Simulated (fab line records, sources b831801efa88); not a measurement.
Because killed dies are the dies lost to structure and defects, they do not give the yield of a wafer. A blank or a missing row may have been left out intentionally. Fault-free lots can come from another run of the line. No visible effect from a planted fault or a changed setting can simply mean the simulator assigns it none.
Matching of chambers / flow sky130 / 4 sister chambers for SKY_VIA1_CMP_02 on cmp-01
The step polishes SiO2. 4 wafers are shown with their chamber, then 12 later ones without.

## WAFERS, EACH WITH ITS CHAMBER
wafer=L088.4; chamber=2; motor current A (A)=10.1
wafer=L091.3; chamber=1; motor current A (A)=9.8
wafer=L091.5; chamber=3; motor current A (A)=11.7
wafer=L091.6; chamber=0; motor current A (A)=12.4

## WAFERS WHOSE CHAMBER IS MISSING
wafer=L092.2; motor current A (A)=11.4
wafer=L092.3; motor current A (A)=9.3
wafer=L092.4; motor current A (A)=13.0
wafer=L095.2; motor current A (A)=10.3
wafer=L095.4; motor current A (A)=9.5
wafer=L095.5; motor current A (A)=9.6
wafer=L094.1; motor current A (A)=10.1
wafer=L094.4; motor current A (A)=12.2
wafer=L094.5; motor current A (A)=9.4
wafer=L096.1; motor current A (A)=10.0
wafer=L096.5; motor current A (A)=11.9
wafer=L096.6; motor current A (A)=12.4

## CHAMBER TAKEN BY EACH
wafer=L092.2; from the rows above=3; in truth=3
wafer=L092.3; from the rows above=can't be placed: 1 or 2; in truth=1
wafer=L092.4; from the rows above=0; in truth=0
wafer=L095.2; from the rows above=can't be placed: 2 or 1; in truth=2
wafer=L095.4; from the rows above=can't be placed: 1 or 2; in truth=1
wafer=L095.5; from the rows above=can't be placed: 1 or 2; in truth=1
wafer=L094.1; from the rows above=can't be placed: 2 or 1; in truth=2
wafer=L094.4; from the rows above=can't be placed: 0 or 3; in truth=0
wafer=L094.5; from the rows above=can't be placed: 1 or 2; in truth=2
wafer=L096.1; from the rows above=can't be placed: 2 or 1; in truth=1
wafer=L096.5; from the rows above=can't be placed: 3 or 0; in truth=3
wafer=L096.6; from the rows above=0; in truth=0
Correct placement for 3 of the 12. Not placeable from these rows: 9 (in 9, the candidates include the true chamber). 0 placed wrongly.
How it was worked out, from the rows above alone: a wafer's distance from a chamber is the root of the sum, over the readings, of the square of ((its reading less the chamber's mean) divided by the reading's scatter). The wafer belongs to the nearest chamber; if the next one is less than 2 further off, it can't be placed. For every chamber, the mean is computed from those of its wafers that are shown. The scatter (one wafer shown for each chamber): square how far every hidden wafer sits from the nearest shown wafer, average those squares and take the square root.
